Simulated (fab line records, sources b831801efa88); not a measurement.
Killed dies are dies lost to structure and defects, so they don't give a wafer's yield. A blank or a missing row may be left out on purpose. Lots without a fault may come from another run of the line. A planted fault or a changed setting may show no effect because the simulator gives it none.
A struck lot beside a sound one | flow sky130 | 17 steps out of a route of 708
Sound: wafers L902.1, L902.3, L902.4. Struck: wafers L908.1, L908.5, L908.6. The cause comes at the end.
At each step with rows: each side's tool, then ch and its chambers, then its first start. Under that, the readings that differ: sound wafers | struck wafers | difference of the means | sigmas: that difference in standard deviations of wafers without a fault.
alike: readings whose means differ by less than 2 such deviations, and words and numbers that are the same on both sides. not compared: withheld readings, readings that some wafer has no value for, bounds like >300 that may hide the same value, and numbers for which the record gives no deviation and whose values overlap.
The two part at a step that has a row with sigmas, a row that says differs or no value, or rows on one side only. Numbers that don't overlap but have no deviation are shown without sigmas and don't part them. A reading that every wafer of one side lacks parts them only if that side has two wafers or more.

first, 5 steps without rows for these wafers: SKY_SD_N_COAT_02 (resist thk 1140 nm); SKY_SD_N_SOFTBAKE_03 (time 60 s); SKY_SD_N_EXPOSE_04 (exposes mask NSDM, target cd 380 nm); SKY_SD_N_PEB_05; SKY_SD_N_DEVELOP_06 (develop time 60 s).
SKY_SD_N_CD_MEAS_07: target cd 380 nm.
  sound on cd_sem-01, day 30 17:38; struck on cd_sem-01, day 32 10:40
  alike: cd_nm
SKY_SD_N_OVL_MEAS_08:
  sound on overlay-02, day 30 17:46; struck on overlay-02, day 32 10:47
  alike: SD_N_OVL
then, 2 steps without rows for these wafers: SKY_SD_N_IMPLANT_09; SKY_SD_N_IMPLANT_10.
SKY_SD_N_STRIP_11: strips in O2/N2.
  sound on plasma_asher-04 ch 0,1, day 30 18:05; struck on plasma_asher-04 ch 0,1, day 32 11:07
  alike: drypump_motor_current_A, oes_product_au, strip_time_to_endpoint_s
  not compared: rf_hours_counter_h
SKY_SD_N_TW_MEAS_12:
  sound on film_metro-03, day 30 18:11; struck on film_metro-02, day 32 11:13
  alike: SD_N_TW
then, 1 step without rows for these wafers: SKY_SD_N_CLEAN_13 (cleans in SC1/SC2, time 150 s).
SKY_SD_N_RTA_14: time 2 s.
  sound on rtp_anneal-02 ch 0, day 30 18:18; struck on rtp_anneal-02 ch 0, day 32 11:20
  reading            | sound             | struck            | difference | sigmas
  lamp_power_pct (%) | 15.78 15.81 15.70 | 15.13 15.22 15.12 | -0.61      | -10
  alike: anneal_temp_c_max, wafer_temp_C_max
SKY_SD_N_RS_MEAS_16: measures by four-point-probe.
  sound on film_metro-02, day 30 18:29; struck on film_metro-04, day 32 11:31
  reading          | sound             | struck            | difference | sigmas
  SD_N_RS (ohm/sq) | 68.49 68.53 68.56 | 71.06 71.09 71.06 | +2.54      | +23
SKY_SD_N_RS_MEAS_17: measures by four-point-probe.
  sound on film_metro-02, day 30 18:36; struck on film_metro-04, day 32 11:38
  reading          | sound             | struck            | difference | sigmas
  SD_P_RS (ohm/sq) | 147.0 147.3 147.3 | 161.5 161.7 161.1 | +14.2      | +35
SKY_SD_N_RS_MEAS_18: measures by four-point-probe.
  sound on film_metro-02, day 30 18:43; struck on film_metro-04, day 32 11:45
  alike: RES_XHIGH_RS
-- the record jumps here: 17 days lie between the struck wafers' starts before and after (it left off in module SD_N and takes up again in module PAD_OPEN, whose first step shown is number 708 of the route) --
SKY_PAD_OPEN_PROBE_99:
  sound on prober-02, day 48 04:28; struck on prober-01, day 49 10:13
  reading                              | sound             | struck            | difference | sigmas
  model.etest.res_xhigh_po.line_ohm_um | 5921 5495 5687    | 6879 7042 7065    | +1294      |
  model.etest.res_xhigh_po.rs_ohm_sq   | 2062 1933 1969    | 2380 2469 2483    | +456       |
  model.etest.pfet_01v8.r_on_ohm_um    | 2951 2970 2965    | 3124 3143 3131    | +171       |
  model.etest.tip_p.rs_ohm_sq          | 6873 6871 6852    | 7096 7122 7037    | +220       |
  model.etest.res_pdiff.line_ohm_um    | 1405 1370 1369    | 1504 1504 1488    | +117       |
  model.etest.res_high_po.line_ohm_um  | 759 726.4 742.6   | 841.2 857.3 853.7 | +108.1     |
  model.etest.licon_high_po.rc_ohm     | 348.2 353.1 354.9 | 444 456.5 466     | +103       |
  model.etest.licon_pdiff.rc_ohm       | 566.2 600.9 595.2 | 625.8 634.6 645   | +47.7      |
  alike: killed_at_M0_to_M3, killed_at_M4_up, killed_at_contacts, killed_at_front_end, killed_at_other, killed_dies, killed_open, killed_short

WHERE THEY PART
First at SKY_SD_N_RTA_14; last, within this record, at SKY_SD_N_RS_MEAS_17. Later steps at which nothing parts them and some readings are alike: SKY_SD_N_RS_MEAS_18, SKY_PAD_OPEN_PROBE_99.

WHY: what the simulator had put in
Process parameter drift: rtp_anneal-02, from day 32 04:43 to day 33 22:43, at SKY_SD_N_RTA_14. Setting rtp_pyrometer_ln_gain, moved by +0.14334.
